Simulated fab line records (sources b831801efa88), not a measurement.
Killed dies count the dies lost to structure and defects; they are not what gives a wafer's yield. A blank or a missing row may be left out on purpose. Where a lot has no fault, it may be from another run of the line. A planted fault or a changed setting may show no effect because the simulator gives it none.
Which tool did it? || flow sky130 || 6 lots, 18 wafers sampled, at 2 steps of a route of 708

WHAT THE GAUGES READ, wafer by wafer
SKY_NWELL_OVL_MEAS_23.
{"lot": "L696", "measured": "day 5 22:07", "on": "overlay-01", "NWELL_01_OVL (nm)": "1.3 1.9 0.9"}
{"lot": "L698", "measured": "day 6 02:12", "on": "overlay-01", "NWELL_01_OVL (nm)": "-3.0 -1.6 -1.2"}
{"lot": "L703", "measured": "day 7 00:28", "on": "overlay-02", "NWELL_01_OVL (nm)": "1.1 1.4 2.2"}
{"lot": "L714", "measured": "day 10 05:19", "on": "overlay-02", "NWELL_01_OVL (nm)": "239.3 239.3 240.6 239.6 239.5 240.2"}
{"lot": "L716", "measured": "day 10 12:22", "on": "overlay-01", "NWELL_01_OVL (nm)": "-0.6 0.0 -0.5"}
{"lot": "L719", "measured": "day 11 11:27", "on": "overlay-02", "NWELL_01_OVL (nm)": "-2.0 -1.4 -1.1"}

EACH LOT AND THE TOOL THAT RAN IT (in order: tool; ch and the chambers of the sampled wafers; start)
{"lot": "L696", "SKY_NWELL_EXPOSE_20": "iline stepper-02 ch 0, day 5 13:49"}
{"lot": "L698", "SKY_NWELL_EXPOSE_20": "iline stepper-01 ch 0, day 5 17:34"}
{"lot": "L703", "SKY_NWELL_EXPOSE_20": "iline stepper-02 ch 0, day 6 15:10"}
{"lot": "L714", "SKY_NWELL_EXPOSE_20": "iline stepper-02 ch 0, day 9 18:13"}
{"lot": "L716", "SKY_NWELL_EXPOSE_20": "iline stepper-01 ch 0, day 10 01:31"}
{"lot": "L719", "SKY_NWELL_EXPOSE_20": "iline stepper-01 ch 0, day 11 00:26"}
- SKY_NWELL_EXPOSE_20: exposes mask NWM COMPLEMENT, target cd 840 nm.

THE ANSWER, worked out from the rows above alone
Rule: usual is defined by the lots themselves. The widest of any qualifying gaps counts: lots, ordered by their means at a reading, are off when they make up no more than a third of the lots, leave a main group of 4 or more, and stand apart from it by 3 or more times the standard deviation of that group's means. A main group whose means are all the same, to the digits that the tables above print for the reading, isn't used. Also off: a lot with no number at a reading for which 4 or more lots have one. All remaining lots with rows at the step are treated as sound.
Off: L714, seen at SKY_NWELL_OVL_MEAS_23 (NWELL_01_OVL). The main group: mean -0.2 nm, standard deviation 1.4.
If a tool, at a process step before that reading, ran all the lots that are off and no sound lot after the first of them, it fits. Gauges at SKY_NWELL_OVL_MEAS_23: tried the same way as those tools. One candidate fits, namely iline stepper-02 at SKY_NWELL_EXPOSE_20. Its last sound lot is L703 (day 6 15:10), its first lot that is off L714 (day 9 18:13): a fault that began between those two fits.

WHAT THE SIMULATOR PUT IN
Scanner matching overlay: iline stepper-02, from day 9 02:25 on, at SKY_NWELL_EXPOSE_20. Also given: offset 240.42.
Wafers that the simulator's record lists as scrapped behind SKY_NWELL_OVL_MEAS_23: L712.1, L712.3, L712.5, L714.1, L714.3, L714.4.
Shown lots that were struck: L714. The same result came from the rule above.
